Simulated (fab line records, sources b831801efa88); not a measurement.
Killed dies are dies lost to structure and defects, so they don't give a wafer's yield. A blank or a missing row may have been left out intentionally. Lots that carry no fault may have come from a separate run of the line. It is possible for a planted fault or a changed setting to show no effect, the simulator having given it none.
Which of the tools did it? -- flow sky130 -- 42 wafers from 14 lots sampled at 5 of the route's 708 steps

WHAT THE GAUGES SHOWED, per wafer
SKY_SONOS_TUNNEL_OVL_MEAS_08.
lot,measured,on,SONOS_TUNNEL_OVL (nm)
L502,day 11 04:18,overlay-01,-1.6 -0.4 -1.9
L504,day 11 19:47,overlay-01,-0.9 -0.5 -1.0
L505,day 12 01:13,overlay-01,-0.9 -1.5 -1.0
L506,day 12 20:19,overlay-01,-1.0 0.7 -0.6
L509,day 13 14:16,overlay-02,-1.3 -1.1 -1.7
L511,day 14 17:22,overlay-02,-0.3 0.7 2.6
L512,day 14 23:39,overlay-02,-1.3 -0.6 0.2
L515,day 16 12:59,overlay-01,-0.1 -0.2 -0.2
L516,day 17 00:30,overlay-02,-1.0 -2.1 -0.6
L518,day 17 03:49,overlay-01,1.0 1.8 2.1
L521,day 17 19:25,overlay-01,1.1 2.1 0.6
L522,day 17 20:40,overlay-02,-1.3 -1.0 -0.4
L524,day 18 22:15,overlay-01,0.3 -0.6 -0.3
L525,day 19 09:05,overlay-01,-2.7 -1.3 -2.1

SKY_SONOS_ONO_THK_MEAS_01.
lot,measured,on,SONOS_ONO_OXIDATION_THK (nm)
L502,day 11 06:10,film-metro-01,2.43 2.41 2.49
L504,day 11 23:39,film-metro-01,2.49 2.49 2.50
L505,day 12 03:35,film-metro-01,2.39 2.41 2.50
L506,day 12 23:46,film-metro-02,2.49 2.42 2.44
L509,day 13 16:55,film-metro-03,2.40 2.48 2.50
L511,day 14 20:38,film-metro-02,2.53 2.47 2.47
L512,day 15 03:52,film-metro-03,2.46 2.45 2.49
L515,day 16 17:07,film-metro-01,2.50 2.49 2.49
L516,day 17 05:05,film-metro-02,2.40 2.45 2.42
L518,day 17 07:55,film-metro-01,2.34 2.33 2.40
L521,day 17 21:44,film-metro-01,2.46 2.45 2.45
L522,day 18 00:08,film-metro-02,2.43 2.47 2.49
L524,day 19 01:36,film-metro-01,2.45 2.45 2.44
L525,day 19 11:26,film-metro-03,2.45 2.41 2.43

SKY_GATE_OXIDE_OVL_MEAS_10.
lot,measured,on,GATE_OXIDE_OVL (nm)
L502,day 13 11:28,overlay-01,-1.1 -3.0 -2.7
L504,day 14 08:53,overlay-01,0.0 -0.7 -0.5
L505,day 14 11:47,overlay-02,-1.3 -0.6 -0.7
L506,day 15 07:12,overlay-01,-0.3 -0.1 -0.1
L509,day 16 05:41,overlay-02,-0.6 -0.7 -0.8
L511,day 17 07:20,overlay-01,-1.6 -2.0 -3.0
L512,day 17 18:05,overlay-01,0.9 -0.3 -1.1
L515,day 19 09:23,overlay-01,1.2 0.0 1.6
L516,day 20 00:48,overlay-02,-0.2 -1.1 -0.5
L518,day 20 03:14,overlay-01,-2.7 -3.1 -3.5
L521,day 20 16:17,overlay-01,157.2 156.8 157.2
L522,day 20 20:16,overlay-01,-0.7 -2.3 -0.3
L524,day 21 21:56,overlay-01,157.8 157.3 155.4
L525,day 22 17:41,overlay-02,0.6 -0.5 -1.3

SKY_POLY_GATE_THK_MEAS_04.
lot,measured,on,POLY_GATE_CVD_03_THK (nm)
L502,day 14 18:22,film-metro-04,74.4 74.9 74.6
L504,day 15 17:05,film-metro-02,73.9 74.3 74.3
L505,day 15 23:37,film-metro-02,74.9 75.3 75.9
L506,day 16 15:18,film-metro-01,75.5 75.4 75.2
L509,day 17 15:34,film-metro-01,75.4 75.0 75.7
L511,day 18 22:10,film-metro-04,75.1 75.3 75.0
L512,day 19 06:22,film-metro-04,75.9 75.5 75.4
L515,day 20 22:02,film-metro-04,75.4 75.8 75.7
L516,day 21 11:56,film-metro-01,74.6 74.2 75.1
L518,day 21 15:58,film-metro-02,75.7 75.9 75.5
L521,day 22 04:16,film-metro-04,75.6 75.4 75.2
L522,day 22 08:13,film-metro-01,75.2 75.4 74.9
L524,day 23 09:09,film-metro-02,77.5 76.6 76.8
L525,day 24 04:19,film-metro-04,75.0 74.8 74.4

EACH LOT AND THE TOOL THAT RAN IT (in order: tool; ch and the chambers of the sampled wafers; start)
lot,SKY_GATE_OXIDE_EXPOSE_07
L502,"iline-stepper-01 ch 0, day 12 23:19"
L504,"iline-stepper-02 ch 0, day 13 19:43"
L505,"iline-stepper-02 ch 0, day 13 23:26"
L506,"iline-stepper-02 ch 0, day 14 18:10"
L509,"iline-stepper-02 ch 0, day 15 15:59"
L511,"iline-stepper-02 ch 0, day 16 17:53"
L512,"iline-stepper-01 ch 0, day 17 03:18"
L515,"iline-stepper-02 ch 0, day 18 18:09"
L516,"iline-stepper-01 ch 0, day 19 09:41"
L518,"iline-stepper-02 ch 0, day 19 11:49"
L521,"iline-stepper-02 ch 0, day 20 01:33"
L522,"iline-stepper-01 ch 0, day 20 05:49"
L524,"iline-stepper-02 ch 0, day 21 06:52"
L525,"iline-stepper-01 ch 0, day 22 02:26"
- SKY_GATE_OXIDE_EXPOSE_07: exposes mask LVOM, target cd 600 nm.

WHAT THE TOOLS THEMSELVES READ (means of the sampled wafers that have a number; where no wafer has one, the mark that the record gives instead)
The record holds no such reading with a usual standard deviation.

THE ANSWER, worked out from the rows above alone
Rule: the usual values come from the lots themselves. The widest of any qualifying gaps counts: lots, ordered by their means at a reading, are off when they make up no more than a third of the lots, leave a main group of 4 or more, and stand apart from it by 3 or more times the standard deviation of that group's means. A main group whose means are all the same, to the digits that the tables above print for the reading, isn't used. Also off: a lot with no number at a reading for which 4 or more lots have one. The other lots that the step has rows for count as sound. First the gauges in route order, then the tools' own readings, where a lot's mean is used as printed above. At the first step where some lot is off, the reading lying furthest off is the one used; lots without a number count as furthest.
Off: L521, L524, seen at SKY_GATE_OXIDE_OVL_MEAS_10 (GATE_OXIDE_OVL). Main group: mean -0.9 nm, sd 1.1.
A tool fits if, at a process step before that reading, it ran every lot that is off, and no sound lot after the first of them. The gauges at SKY_GATE_OXIDE_OVL_MEAS_10 are tried like those tools. One fits: iline-stepper-02 at SKY_GATE_OXIDE_EXPOSE_07. A fault onset in the window from L518 (day 19 11:49, its last sound lot) to L521 (day 20 01:33, its first lot off) fits.

WHAT HAD BEEN PUT IN BY THE SIMULATOR
Scanner matching overlay: iline-stepper-02, from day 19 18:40 on, at SKY_GATE_OXIDE_EXPOSE_07. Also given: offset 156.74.
Lots struck among those shown: L521, L524. The rule above found the same.
